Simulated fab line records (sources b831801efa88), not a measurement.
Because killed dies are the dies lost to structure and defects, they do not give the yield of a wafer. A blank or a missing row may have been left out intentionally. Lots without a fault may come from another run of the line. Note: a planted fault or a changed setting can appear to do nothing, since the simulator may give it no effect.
Which tool did it? | flow gf180mcu | 6 lots, 18 wafers sampled, at 2 steps of a route of 602

WHAT THE GAUGES READ, wafer by wafer
GF_MVSD_TW_MEAS_11.
lot  | measured    | on           | MVSD_TW
L118 | day 5 02:51 | filmMetro-01 | 1581 1577 1584
L120 | day 5 19:09 | filmMetro-02 | 1608 1617 1605
L125 | day 6 20:43 | filmMetro-04 | 1574 1580 1578
L130 | day 8 02:42 | filmMetro-01 | 1585 1577 1580
L132 | day 8 12:37 | filmMetro-02 | 980 988 996
L138 | day 9 22:10 | filmMetro-04 | 1573 1576 1584

TOOL THAT RAN EACH LOT (tool first, then ch and the chambers of the sampled wafers, then the start)
lot  | GF_MVSD_IMPLANT_08
L118 | implanter-01 ch 0, day 5 02:27
L120 | implanter-03 ch 0, day 5 18:45
L125 | implanter-01 ch 0, day 6 20:20
L130 | implanter-04 ch 0, day 8 02:18
L132 | implanter-04 ch 0, day 8 12:14
L138 | implanter-01 ch 0, day 9 21:48
- GF_MVSD_IMPLANT_08

THE ANSWER, worked out from the rows above alone
Rule: what is usual is taken from the lots themselves. Put in order of their means at a reading, lots are off if they are a third of the lots or fewer, leave a main group of 4 or more, and stand apart from it by a gap of 3 or more times the standard deviation of the main group's means; of several such gaps the widest counts. The tables above print the reading to a certain number of digits; a main group whose means all agree to those digits is not used. A lot without any number at a reading at which 4 lots or more have one is off too. The other lots that the step has rows for count as sound.
Off: L132, at GF_MVSD_TW_MEAS_11 (MVSD_TW). The main group: mean 1585, standard deviation 12.
If a tool, at a process step before that reading, ran all the lots that are off and no sound lot after the first of them, it fits. The gauges at GF_MVSD_TW_MEAS_11 are tried like those tools. This does not decide it: 2 tools fit, namely implanter-04 at GF_MVSD_IMPLANT_08 and filmMetro-02 at GF_MVSD_TW_MEAS_11.

WHAT THE SIMULATOR HAD PUT IN
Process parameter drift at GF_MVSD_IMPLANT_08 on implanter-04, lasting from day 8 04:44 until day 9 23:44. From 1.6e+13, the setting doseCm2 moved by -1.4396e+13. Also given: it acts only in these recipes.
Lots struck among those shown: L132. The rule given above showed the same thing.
